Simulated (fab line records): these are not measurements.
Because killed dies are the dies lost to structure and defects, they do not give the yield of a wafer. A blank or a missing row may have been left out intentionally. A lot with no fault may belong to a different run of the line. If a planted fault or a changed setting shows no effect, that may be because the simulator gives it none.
Split-lot experiment    flow gf180mcu    5 lots, 23 wafers read, on a route of 602 steps

THE SPLIT ITSELF
At GF_NSD_DEVELOP_06 (develop time 60 s), the setting develop-time-s was moved away from the recipe's 60 s on 7 of the 23 wafers read, by -4.2% to +13.8%. The other wafers ran this setting at the recipe's value.

The file shows no step between the split and the reading.

THE READING
cd-nm (nm) at GF_NSD_CD_MEAS_07, where the cd target is 400 nm. On this fab line, fault-free wafers typically give 400.9 nm with a standard deviation of 2.5 nm.

wafer   tool, chamber at the split  develop-time-s as run, s  against the recipe  cd-nm, nm  against lot-mates on the recipe
L074.1  litho-track-02, 0           67.6                      +12.7%              412.6      +13.0
L074.2  litho-track-02, 0           67.6                      +12.7%              409.4      +9.8
L074.3  litho-track-02, 0           60                        recipe              400.4      -
L074.4  litho-track-02, 0           60                        recipe              398.9      -
L074.5  litho-track-02, 0           67.6                      +12.7%              411.0      +11.4
L075.2  litho-track-01, 0           60                        recipe              400.3      -
L075.3  litho-track-01, 0           68.3                      +13.8%              416.4      +13.4
L075.4  litho-track-01, 0           60                        recipe              404.2      -
L075.5  litho-track-01, 0           60                        recipe              404.5      -
L075.6  litho-track-01, 0           68.3                      +13.8%              415.6      +12.6
L082.1  litho-track-02, 0           60                        recipe              400.9      -
L082.2  litho-track-02, 0           60                        recipe              399.3      -
L082.3  litho-track-02, 0           60                        recipe              396.4      -
L082.4  litho-track-02, 0           60                        recipe              398.6      -
L082.5  litho-track-02, 0           60                        recipe              398.0      -
L084.1  litho-track-02, 0           57.45                     -4.2%               397.0      -4.2
L084.2  litho-track-02, 0           60                        recipe              401.8      -
L084.4  litho-track-02, 0           60                        recipe              400.2      -
L084.5  litho-track-02, 0           60                        recipe              401.7      -
L084.6  litho-track-02, 0           57.45                     -4.2%               395.9      -5.3
L085.1  litho-track-02, 0           60                        recipe              404.4      -
L085.3  litho-track-02, 0           60                        recipe              405.7      -
L085.5  litho-track-02, 0           60                        recipe              404.6      -

THE FIT
A straight line over all 23 wafers: cd-nm changes by +0.92 nm for each +1% of develop-time-s; r = +0.91; the points scatter about the line by 2.6 nm.
The same after taking each lot's own level away (the mean of its wafers on the recipe; 23 wafers): +0.931 nm for each +1%; r = +0.98; scatter 1.3 nm.
According to that fit, moving develop-time-s by its largest amount changes the reading by 13 nm.
From 398.64 to 404.90 nm: that is the span of the lots' own levels, equal to 2.5 times the standard deviation above.
The two slopes agree, so the slope changes little with the lot-to-lot level.
Check: +12.6 nm against its lot-mates is what the line predicts for one of the wafers moved furthest among these (+13.8%) when that wafer is left out of the fit. Against them it came out at +13.4 nm.

ADDITIONAL SPLITS CARRIED BY THESE WAFERS
Other splits were also applied to these wafers ahead of the reading. Each is held against what the fit with the lots' levels taken away leaves over:
other split on the same wafers      wafers away from the commonest value  r with cd-nm (lot level and that fit taken away)
GF_POLY_GATE_PEB_08 peb-temp-c      8                                     +0.00
GF_POLY_GATE_ETCH_12 ion-energy-ev  8                                     -0.26
GF_HV_LDD_DEVELOP_30 dev-temp-c     11                                    +0.25
GF_HV_LDD_COAT_41 spin-rpm          4                                     +0.28

THE FILE'S OWN FIT
cd-nm changes by +0.928 nm for each +1% of develop-time-s, r = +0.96.
